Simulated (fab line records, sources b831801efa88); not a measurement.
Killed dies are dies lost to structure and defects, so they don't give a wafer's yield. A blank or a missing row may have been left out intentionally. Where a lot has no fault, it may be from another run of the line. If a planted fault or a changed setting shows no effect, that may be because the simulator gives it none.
The tool behind it: which one? || flow gf180mcu || 14 lots, 42 wafers sampled, at 5 steps of a route of 602

## WHAT EACH GAUGE READ, for each wafer
GF_VT_IMPLANT_RS_MEAS_47: the measuring method here is four-point-probe.
{"lot": "L693", "measured": "day 7 15:13", "on": "film_metro-01", "NWELL_RS (ohm/sq)": "486.8 488.2 486.2"}
{"lot": "L694", "measured": "day 7 19:12", "on": "film_metro-03", "NWELL_RS (ohm/sq)": "486.9 486.1 487.1"}
{"lot": "L696", "measured": "day 8 09:08", "on": "film_metro-03", "NWELL_RS (ohm/sq)": "488.2 489.5 489.6"}
{"lot": "L699", "measured": "day 9 06:47", "on": "film_metro-03", "NWELL_RS (ohm/sq)": "486.6 485.0 486.2"}
{"lot": "L700", "measured": "day 9 11:56", "on": "film_metro-03", "NWELL_RS (ohm/sq)": "488.9 488.4 490.0"}
{"lot": "L701", "measured": "day 9 20:56", "on": "film_metro-04", "NWELL_RS (ohm/sq)": "486.1 486.9 488.1"}
{"lot": "L704", "measured": "day 10 16:33", "on": "film_metro-03", "NWELL_RS (ohm/sq)": "489.0 489.5 489.2"}
{"lot": "L705", "measured": "day 10 22:38", "on": "film_metro-03", "NWELL_RS (ohm/sq)": "488.0 489.2 488.3"}
{"lot": "L706", "measured": "day 11 04:08", "on": "film_metro-04", "NWELL_RS (ohm/sq)": "486.5 488.4 486.4"}
{"lot": "L707", "measured": "day 11 09:10", "on": "film_metro-01", "NWELL_RS (ohm/sq)": "487.4 488.5 487.7"}
{"lot": "L711", "measured": "day 12 23:17", "on": "film_metro-03", "NWELL_RS (ohm/sq)": "486.6 486.6 487.0"}
{"lot": "L712", "measured": "day 13 00:49", "on": "film_metro-04", "NWELL_RS (ohm/sq)": "488.8 487.7 488.6"}
{"lot": "L713", "measured": "day 13 03:30", "on": "film_metro-01", "NWELL_RS (ohm/sq)": "487.1 486.1 486.7"}
{"lot": "L715", "measured": "day 13 19:53", "on": "film_metro-04", "NWELL_RS (ohm/sq)": "487.3 487.8 487.9"}

GF_HV_LDD_OVL_MEAS_08.
{"lot": "L693", "measured": "day 10 02:07", "on": "overlay-02", "HV_LDD_OVL (nm)": "0.8 1.0 2.7"}
{"lot": "L694", "measured": "day 10 06:17", "on": "overlay-02", "HV_LDD_OVL (nm)": "0.9 0.3 -0.6"}
{"lot": "L696", "measured": "day 10 21:14", "on": "overlay-02", "HV_LDD_OVL (nm)": "-0.5 -0.6 -0.9"}
{"lot": "L699", "measured": "day 11 22:04", "on": "overlay-01", "HV_LDD_OVL (nm)": "1.0 0.0 0.8"}
{"lot": "L700", "measured": "day 12 03:14", "on": "overlay-02", "HV_LDD_OVL (nm)": "2.9 2.1 3.2"}
{"lot": "L701", "measured": "day 12 11:37", "on": "overlay-01", "HV_LDD_OVL (nm)": "1.7 3.0 1.5"}
{"lot": "L704", "measured": "day 13 07:00", "on": "overlay-01", "HV_LDD_OVL (nm)": "174.5 174.9 175.2"}
{"lot": "L705", "measured": "day 13 14:38", "on": "overlay-01", "HV_LDD_OVL (nm)": "176.3 175.2 175.8"}
{"lot": "L706", "measured": "day 14 01:21", "on": "overlay-01", "HV_LDD_OVL (nm)": "177.8 177.1 178.2"}
{"lot": "L707", "measured": "day 14 06:24", "on": "overlay-02", "HV_LDD_OVL (nm)": "177.1 175.8 176.1"}
{"lot": "L711", "measured": "day 15 21:31", "on": "overlay-01", "HV_LDD_OVL (nm)": "0.7 1.8 0.4"}
{"lot": "L712", "measured": "day 16 04:41", "on": "overlay-01", "HV_LDD_OVL (nm)": "-2.1 -1.4 -2.2"}
{"lot": "L713", "measured": "day 16 04:23", "on": "overlay-01", "HV_LDD_OVL (nm)": "0.0 0.3 1.1"}
{"lot": "L715", "measured": "day 16 21:59", "on": "overlay-01", "HV_LDD_OVL (nm)": "-1.6 -0.8 -2.0"}

GF_HV_LDD_OVL_MEAS_32.
{"lot": "L693", "measured": "day 11 14:34", "on": "overlay-02", "HV_LDD_02_OVL (nm)": "-0.8 -1.4 -1.0"}
{"lot": "L694", "measured": "day 11 21:07", "on": "overlay-02", "HV_LDD_02_OVL (nm)": "-0.5 -1.2 -0.8"}
{"lot": "L696", "measured": "day 12 10:43", "on": "overlay-02", "HV_LDD_02_OVL (nm)": "-0.1 -1.1 0.4"}
{"lot": "L699", "measured": "day 13 18:49", "on": "overlay-01", "HV_LDD_02_OVL (nm)": "1.4 0.8 1.0"}
{"lot": "L700", "measured": "day 13 20:58", "on": "overlay-01", "HV_LDD_02_OVL (nm)": "1.4 -0.1 0.5"}
{"lot": "L701", "measured": "day 14 01:40", "on": "overlay-01", "HV_LDD_02_OVL (nm)": "1.0 0.9 0.7"}
{"lot": "L704", "measured": "day 15 01:15", "on": "overlay-01", "HV_LDD_02_OVL (nm)": "-0.9 -1.0 -0.7"}
{"lot": "L705", "measured": "day 15 07:34", "on": "overlay-01", "HV_LDD_02_OVL (nm)": "-2.6 -4.3 -1.0"}
{"lot": "L706", "measured": "day 15 19:41", "on": "overlay-01", "HV_LDD_02_OVL (nm)": "0.3 -1.8 -0.3"}
{"lot": "L707", "measured": "day 16 01:36", "on": "overlay-01", "HV_LDD_02_OVL (nm)": "0.8 1.1 0.2"}
{"lot": "L711", "measured": "day 17 19:14", "on": "overlay-02", "HV_LDD_02_OVL (nm)": "0.6 -0.5 -0.4"}
{"lot": "L712", "measured": "day 18 03:47", "on": "overlay-02", "HV_LDD_02_OVL (nm)": "0.1 -0.7 0.0"}
{"lot": "L713", "measured": "day 18 03:38", "on": "overlay-01", "HV_LDD_02_OVL (nm)": "1.8 1.0 0.3"}
{"lot": "L715", "measured": "day 18 21:49", "on": "overlay-02", "HV_LDD_02_OVL (nm)": "-1.4 0.1 1.1"}

## WHICH TOOL RAN EACH LOT (tool, then ch and the chambers of the sampled wafers, then the start)
{"lot": "L693", "GF_POLY_GATE_ETCH_12": "rie_diel-01 ch 0,3, day 9 06:38", "GF_HV_LDD_EXPOSE_04": "iline_stepper-02 ch 0, day 9 17:12"}
{"lot": "L694", "GF_POLY_GATE_ETCH_12": "rie_diel-03 ch 0,3, day 9 11:11", "GF_HV_LDD_EXPOSE_04": "iline_stepper-02 ch 0, day 9 21:14"}
{"lot": "L696", "GF_POLY_GATE_ETCH_12": "rie_diel-02 ch 0,1,3, day 10 01:47", "GF_HV_LDD_EXPOSE_04": "iline_stepper-01 ch 0, day 10 12:31"}
{"lot": "L699", "GF_POLY_GATE_ETCH_12": "rie_diel-02 ch 0,3, day 11 01:17", "GF_HV_LDD_EXPOSE_04": "iline_stepper-02 ch 0, day 11 12:22"}
{"lot": "L700", "GF_POLY_GATE_ETCH_12": "rie_diel-01 ch 0,1,2, day 11 06:03", "GF_HV_LDD_EXPOSE_04": "iline_stepper-02 ch 0, day 11 17:28"}
{"lot": "L701", "GF_POLY_GATE_ETCH_12": "rie_diel-02 ch 1,2, day 11 14:18", "GF_HV_LDD_EXPOSE_04": "iline_stepper-01 ch 0, day 12 02:08"}
{"lot": "L704", "GF_POLY_GATE_ETCH_12": "rie_diel-02 ch 2,3, day 12 12:20", "GF_HV_LDD_EXPOSE_04": "iline_stepper-01 ch 0, day 12 23:11"}
{"lot": "L705", "GF_POLY_GATE_ETCH_12": "rie_diel-01 ch 0,3, day 12 17:29", "GF_HV_LDD_EXPOSE_04": "iline_stepper-01 ch 0, day 13 04:20"}
{"lot": "L706", "GF_POLY_GATE_ETCH_12": "rie_diel-02 ch 0,3, day 13 01:39", "GF_HV_LDD_EXPOSE_04": "iline_stepper-01 ch 0, day 13 15:43"}
{"lot": "L707", "GF_POLY_GATE_ETCH_12": "rie_diel-03 ch 1,2, day 13 04:50", "GF_HV_LDD_EXPOSE_04": "iline_stepper-01 ch 0, day 13 20:50"}
{"lot": "L711", "GF_POLY_GATE_ETCH_12": "rie_diel-01 ch 0,1,2, day 14 21:23", "GF_HV_LDD_EXPOSE_04": "iline_stepper-02 ch 0, day 15 10:45"}
{"lot": "L712", "GF_POLY_GATE_ETCH_12": "rie_diel-01 ch 0,1,3, day 15 04:50", "GF_HV_LDD_EXPOSE_04": "iline_stepper-02 ch 0, day 15 18:28"}
{"lot": "L713", "GF_POLY_GATE_ETCH_12": "rie_diel-03 ch 0,1,2, day 15 04:20", "GF_HV_LDD_EXPOSE_04": "iline_stepper-02 ch 0, day 15 18:16"}
{"lot": "L715", "GF_POLY_GATE_ETCH_12": "rie_diel-02 ch 0,1,3, day 15 20:56", "GF_HV_LDD_EXPOSE_04": "iline_stepper-02 ch 0, day 16 10:54"}
- GF_POLY_GATE_ETCH_12: etches BARC in N2/H2.
- GF_HV_LDD_EXPOSE_04: exposes mask Nplus LV AREA, target cd 400 nm.

## WHAT THE TOOLS THEMSELVES READ (means of the sampled wafers that have a number; where no wafer has one, the mark that the record gives instead)
GF_POLY_GATE_ETCH_12.
{"lot": "L693", "tool": "rie_diel-01", "drypump_motor_current_A (A)": 6.2, "oes_product_au (a.u.)": 0.737, "throttle_valve_pct (%)": 13.212}
{"lot": "L694", "tool": "rie_diel-03", "drypump_motor_current_A (A)": 5.3, "oes_product_au (a.u.)": 0.733, "throttle_valve_pct (%)": 13.213}
{"lot": "L696", "tool": "rie_diel-02", "drypump_motor_current_A (A)": 5.8, "oes_product_au (a.u.)": 0.739, "throttle_valve_pct (%)": 13.210}
{"lot": "L699", "tool": "rie_diel-02", "drypump_motor_current_A (A)": 5.9, "oes_product_au (a.u.)": 0.739, "throttle_valve_pct (%)": 13.218}
{"lot": "L700", "tool": "rie_diel-01", "drypump_motor_current_A (A)": 6.2, "oes_product_au (a.u.)": 0.736, "throttle_valve_pct (%)": 13.208}
{"lot": "L701", "tool": "rie_diel-02", "drypump_motor_current_A (A)": 5.8, "oes_product_au (a.u.)": 0.738, "throttle_valve_pct (%)": 13.215}
{"lot": "L704", "tool": "rie_diel-02", "drypump_motor_current_A (A)": 6.1, "oes_product_au (a.u.)": 0.738, "throttle_valve_pct (%)": 13.217}
{"lot": "L705", "tool": "rie_diel-01", "drypump_motor_current_A (A)": 6.2, "oes_product_au (a.u.)": 0.737, "throttle_valve_pct (%)": 13.213}
{"lot": "L706", "tool": "rie_diel-02", "drypump_motor_current_A (A)": 6.0, "oes_product_au (a.u.)": 0.735, "throttle_valve_pct (%)": 13.222}
{"lot": "L707", "tool": "rie_diel-03", "drypump_motor_current_A (A)": 5.5, "oes_product_au (a.u.)": 0.734, "throttle_valve_pct (%)": 13.213}
{"lot": "L711", "tool": "rie_diel-01", "drypump_motor_current_A (A)": 6.3, "oes_product_au (a.u.)": 0.732, "throttle_valve_pct (%)": 13.220}
{"lot": "L712", "tool": "rie_diel-01", "drypump_motor_current_A (A)": 5.9, "oes_product_au (a.u.)": 0.733, "throttle_valve_pct (%)": 13.211}
{"lot": "L713", "tool": "rie_diel-03", "drypump_motor_current_A (A)": 5.3, "oes_product_au (a.u.)": 0.730, "throttle_valve_pct (%)": 13.213}
{"lot": "L715", "tool": "rie_diel-02", "drypump_motor_current_A (A)": 5.8, "oes_product_au (a.u.)": 0.736, "throttle_valve_pct (%)": 13.209}

## THE ANSWER, worked out from the rows above alone
Rule: the lots themselves supply what counts as usual. The widest of any qualifying gaps counts: lots, ordered by their means at a reading, are off when they make up no more than a third of the lots, leave a main group of 4 or more, and stand apart from it by 3 or more times the standard deviation of that group's means. A main group whose means are all the same, to the digits that the tables above print for the reading, isn't used. A lot without any number at a reading at which 4 lots or more have one is off too. Where the step has rows for the other lots, those lots are counted as sound. The gauges are gone through in route order, then the tools' own readings, and for those a lot's mean is taken as printed above. At the first step where some lot is off, the reading lying furthest off is the one used; lots without a number count as furthest.
Off: L704, L705, L706, L707, seen at GF_HV_LDD_OVL_MEAS_08 (HV_LDD_OVL). The main group has a mean of 0.4 nm with a standard deviation of 1.4.
A tool fits if, at a process step before that reading, it ran every lot that is off, and no sound lot after the first of them. Those tools and the gauges at GF_HV_LDD_OVL_MEAS_08 are tried in the same way. One fits: GF_HV_LDD_EXPOSE_04 on iline_stepper-01. Its last sound lot is L701 (day 12 02:08), its first lot that is off L704 (day 12 23:11): a fault that began between those two fits.

## WHAT THE SIMULATOR PUT IN
Scanner matching overlay: iline_stepper-01, from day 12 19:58 on, at GF_HV_LDD_EXPOSE_04. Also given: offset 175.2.
Shown lots that were struck: L704, L705, L706, L707. The rule above found the same.
